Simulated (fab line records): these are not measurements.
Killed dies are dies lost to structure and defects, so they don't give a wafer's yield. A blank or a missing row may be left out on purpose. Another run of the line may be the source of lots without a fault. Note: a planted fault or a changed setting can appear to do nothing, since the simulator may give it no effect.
A struck lot beside a sound one + flow sky130 + 23 out of 708 route steps
Sound: the wafers L887.2, L887.4, L887.5. Wafers L880.1, L880.4, L880.5 were the ones struck. The cause is given at the end.
Per side, at each step with rows, come the tool, then ch with its chambers, and then its first start. Under that, the readings that differ: sound wafers + struck wafers + difference of the means + sigmas: that difference in standard deviations of wafers without a fault.
alike: a reading whose means differ by less than 2 such deviations, as well as words and numbers matching on both sides. not compared: withheld readings; readings where some wafer has no value; bounds like >300 that might hide an equal value; numbers whose values overlap and for which the record gives no deviation.
A row with sigmas, a row that says differs or no value, or rows on one side alone: a step with any of these is where the two part. Numbers that have no deviation but don't overlap get no sigmas and don't part them. A reading missing from all wafers of one side parts the sides only when that side holds two or more wafers.

first, 9 steps without rows for these wafers: SKY_METAL2_DEVELOP_14 (develop time 60 s); SKY_METAL2_DESCUM_17 (chemistry O2, time 8 s); SKY_METAL2_ETCH_18 (etches BARC in N2/H2, stops on SiO2, time 45.9 s, target depth 60 nm); SKY_METAL2_METAL_ETCH_19 (etches the open film in Cl2/BCl3, stops on SiO2, target depth 360 nm, time 78 s); SKY_METAL2_STRIP_20 (strips in O2/N2); SKY_METAL2_STRIP_21 (strips in post etch residue remover, time 1200 s); SKY_METAL2_CLEAN_22 (cleans in IPA, time 180 s); SKY_METAL2_CLEAN_23 (cleans in O3/DIW); SKY_VIA2_HDPCVD_00 (deposits SiO2, target thk 1180 nm, time 196.7 s).
SKY_VIA2_CMP_02: polishes SiO2.
  sound on cmp-01 ch 2,3, day 41 19:14; struck on cmp-02 ch 1,3, day 38 08:58
| reading          | sound             | struck            | difference | sigmas      |
|------------------|-------------------|-------------------|------------|-------------|
| platen rpm (rpm) | 60.04 59.96 60.02 | 53.97 54.01 54.05 | -6.00      | -99 or more |
  alike: motor current A
then, 7 steps without rows for these wafers: SKY_VIA2_DEHYDRATE_04 (time 60 s); SKY_VIA2_HMDS_05 (prime time 60 s); SKY_VIA2_COAT_06 (resist thk 60 nm); SKY_VIA2_COAT_07 (resist thk 450 nm); SKY_VIA2_SOFTBAKE_08 (time 90 s); SKY_VIA2_EXPOSE_09 (exposes mask VIM2, target cd 200 nm); SKY_VIA2_PEB_10.
SKY_VIA2_DEVELOP_11: develop time 60 s.
  sound on litho track-01 ch 0; struck on litho track-04 ch 0
| reading               | sound             | struck            | difference | sigmas |
|-----------------------|-------------------|-------------------|------------|--------|
| model.VIA2.cd nm (nm) | 200.8 199.7 198.6 | 207.1 206.8 207.6 | +7.5       |        |
SKY_VIA2_CD_MEAS_12: target cd 200 nm.
  struck on cd sem-01, day 39 10:14; sound on cd sem-02, day 42 18:59
| reading    | sound             | struck            | difference | sigmas |
|------------|-------------------|-------------------|------------|--------|
| cd nm (nm) | 200.8 199.6 198.8 | 207.3 206.9 208.1 | +7.7       | +6     |
then, 1 step without rows for these wafers: SKY_VIA2_ETCH_14 (etches BARC in N2/H2, stops on SiO2, time 45.9 s, target depth 60 nm).
SKY_VIA2_ETCH_15: etches SiO2 in C4F8/O2/Ar, stops on TiN, target depth 546 nm, time 84 s.
  sound on rie diel-03 ch 1,2,3, day 42 19:10; struck on rie diel-04 ch 0,2,3, day 39 10:26
| reading               | sound             | struck            | difference | sigmas |
|-----------------------|-------------------|-------------------|------------|--------|
| model.VIA2.cd nm (nm) | 201.1 202.6 195.8 | 207.3 203.6 209.9 | +7.1       |        |
  alike: oes product au
  not compared: rf hours counter h
then, 1 step without rows for these wafers: SKY_VIA2_STRIP_16 (strips in O2/N2).
-- the record jumps here: 9 days lie between the struck wafers' starts before and after (it left off in module VIA2 and takes up again in module PAD_OPEN, whose first step shown is number 708 of the route) --
SKY_PAD_OPEN_PROBE_99:
  struck on prober-01, day 48 03:36; sound on prober-02, day 50 14:35
| reading                       | sound            | struck            | difference | sigmas |
|-------------------------------|------------------|-------------------|------------|--------|
| model.etest.via2 chain.rc ohm | 10.24 9.679 10.2 | 9.242 9.477 9.281 | -0.706     |        |
  alike: defect limited yield, killed_at_M0_to_M3, killed_at_M4_up, killed at contacts, killed at front end, killed at other, killed dies, killed open, killed short, sort_bin_3_pad_short, sort_bin_5_function, sort_bin_6_memory, sort n pass, sort yield pct

== WHERE THEY PART ==
Last at SKY_VIA2_CD_MEAS_12 as far as this record goes, first at SKY_VIA2_CMP_02. Later steps at which nothing parts them and some readings are alike: SKY_VIA2_ETCH_15, SKY_PAD_OPEN_PROBE_99.

WHY: what had been put in by the simulator
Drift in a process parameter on cmp-02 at SKY_VIA2_CMP_02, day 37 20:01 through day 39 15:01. From 60, the setting platen rpm moved by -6. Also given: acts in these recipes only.
